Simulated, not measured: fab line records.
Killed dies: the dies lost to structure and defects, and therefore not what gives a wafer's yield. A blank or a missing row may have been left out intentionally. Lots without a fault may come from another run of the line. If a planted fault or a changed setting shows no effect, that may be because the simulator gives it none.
Code-filled problem report in 8D (eight disciplines) form / flow sfq-line / the parts of the form that need people (team, actions taken, sign-off) are left out

## 1. THE PROBLEM
At SFQ_TRILAYER_M4_BARC_OPEN_METAL_ETCH_123, run-length-s averages 72.12 s over 6 wafers from 2 lots, while fault-free wafers read 69.98 s, standard deviation 0.28. That puts it +7.6 standard deviations away from the usual mean.
The step: etches BARC in O2, target depth 125 nm, time 41.7 s.
The first sign was on wafer L880.1 at day 38 10:40, on rie-metal-04. The record holds 42 wafers of 14 lots with a number at this step. Rule for "out", or "out of limits": more than 4 standard deviations from the usual mean. The other wafers with a number count as sound.

## 2. WHAT IT IS AND WHAT IT IS NOT
question=which readings at this step | is=run-length-s | is not=drypump-motor-current-A, he-backside-leak-sccm
question=which lots | is=L880, L882 | is not=L869, L871, L873, L874, L875, L876, L883, L885, L888, L889, L890, L891
question=which wafers of those lots | is=all that have a number | is not=-
question=read on which tools | is=rie-metal-04 | is not=rie-metal-02, rie-metal-03
question=when | is=from day 38 10:40 | is not=up to then (18 sound wafers); but 18 sound wafers of L883, L885, L888, L889, L890, L891 came after

## 3. WHAT RULES OUT EACH SUSPECT
Counting: a tool stays on the suspect list if, at a process step up to the reading, it processed all lots that are out and no sound lot following the first of them.
- rie-metal-04 at SFQ_TRILAYER_M4_BARC_OPEN_METAL_ETCH_123 (etches BARC in O2, target depth 125 nm, time 41.7 s): kept. All lots that are out passed through it, beginning with L880 at day 38 10:40, and no sound lot followed; its final sound lot before that point was L876 at day 37 15:29. Out on those wafers are its own readings of run-length-s.
Remaining after the count: rie-metal-04 at SFQ_TRILAYER_M4_BARC_OPEN_METAL_ETCH_123.

## 4. THE CAUSE (what the simulator had put in)
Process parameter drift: rie-metal-04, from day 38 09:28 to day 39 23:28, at SFQ_TRILAYER_M4_BARC_OPEN_METAL_ETCH_123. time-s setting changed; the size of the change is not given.
Counting left only this tool.

## 5. THE CHAIN OF EFFECTS, in route order
One row per reading whose mean, taken over the struck wafers that have a number, lies over 3 standard deviations from the usual. Only readings for which the record gives a usual standard deviation are gone through. hours: the time from each lot's start at the first step in this table that gives one to its start at this step, as a median over the lots. sigmas: the change in usual standard deviations.
hours=0; step=SFQ_TRILAYER_M4_BARC_OPEN_METAL_ETCH_123; reading=oes-product-au; usual=0.685 a.u.; on struck wafers=0.669; change=-0.016; sigmas=-3.5
hours=0; step=SFQ_TRILAYER_M4_BARC_OPEN_METAL_ETCH_123; reading=run-length-s; usual=69.98 s; on struck wafers=72.12; change=+2.14; sigmas=+7.6
The process steps in it:
- SFQ_TRILAYER_M4_BARC_OPEN_METAL_ETCH_123: etches BARC in O2, target depth 125 nm, time 41.7 s.

## 6. WHAT WOULD HAVE CAUGHT IT SOONER
In this record the first reading out of limits was taken at day 38 10:40, 1 hour after the fault began at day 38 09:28.
